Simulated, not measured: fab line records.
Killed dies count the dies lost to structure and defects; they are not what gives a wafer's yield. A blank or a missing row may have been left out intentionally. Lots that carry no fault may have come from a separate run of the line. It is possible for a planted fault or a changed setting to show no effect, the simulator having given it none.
Which tool is to blame? + flow gf180mcu + 6 lots, 18 wafers sampled, at 2 steps of a route of 602

WHAT THE GAUGES SHOWED, per wafer
GF_HV_LDD_CD_MEAS_31: target cd 400 nm.
| lot  | measured     | on        | cd_nm (nm)        |
|------|--------------|-----------|-------------------|
| L594 | day 12 02:42 | cd_sem-02 | 402.4 402.4 401.3 |
| L597 | day 13 02:37 | cd_sem-01 | 401.4 402.9 400.8 |
| L599 | day 13 19:38 | cd_sem-02 | 399.9 398.2 399.7 |
| L602 | day 15 09:50 | cd_sem-01 | 401.4 400.1 399.8 |
| L613 | day 18 14:36 | cd_sem-01 | 401.2 397.9 399.1 |
| L615 | day 19 05:13 | cd_sem-02 | 401.0 400.0 400.2 |

WHICH TOOL RAN EACH LOT (tool, then ch and the chambers of the sampled wafers, then the start)
| lot  | GF_VT_IMPLANT_STRIP_20               |
|------|--------------------------------------|
| L594 | plasma_asher-01 ch 0, day 6 18:45    |
| L597 | plasma_asher-03 ch 0,1, day 7 12:10  |
| L599 | plasma_asher-04 ch 0,1, day 7 22:56  |
| L602 | plasma_asher-03 ch 0,1, day 9 07:37  |
| L613 | plasma_asher-04 ch 0,1, day 11 19:21 |
| L615 | plasma_asher-04 ch 0,1, day 12 10:53 |
- GF_VT_IMPLANT_STRIP_20: strips in O2/N2.

THE ANSWER, worked out from the rows above alone
Rule: the usual values come from the lots themselves. Put in order of their means at a reading, lots are off if they are a third of the lots or fewer, leave a main group of 4 or more, and stand apart from it by a gap of 3 or more times the standard deviation of the main group's means; of several such gaps the widest counts. A main group is skipped when, at the precision printed for the reading in the tables above, its means are all equal. Also off: a lot with no number at a reading for which 4 or more lots have one. Any other lot the step has rows for is counted as sound.
No lot is off at any reading shown: from this, nothing can be told.

WHAT HAD BEEN PUT IN BY THE SIMULATOR
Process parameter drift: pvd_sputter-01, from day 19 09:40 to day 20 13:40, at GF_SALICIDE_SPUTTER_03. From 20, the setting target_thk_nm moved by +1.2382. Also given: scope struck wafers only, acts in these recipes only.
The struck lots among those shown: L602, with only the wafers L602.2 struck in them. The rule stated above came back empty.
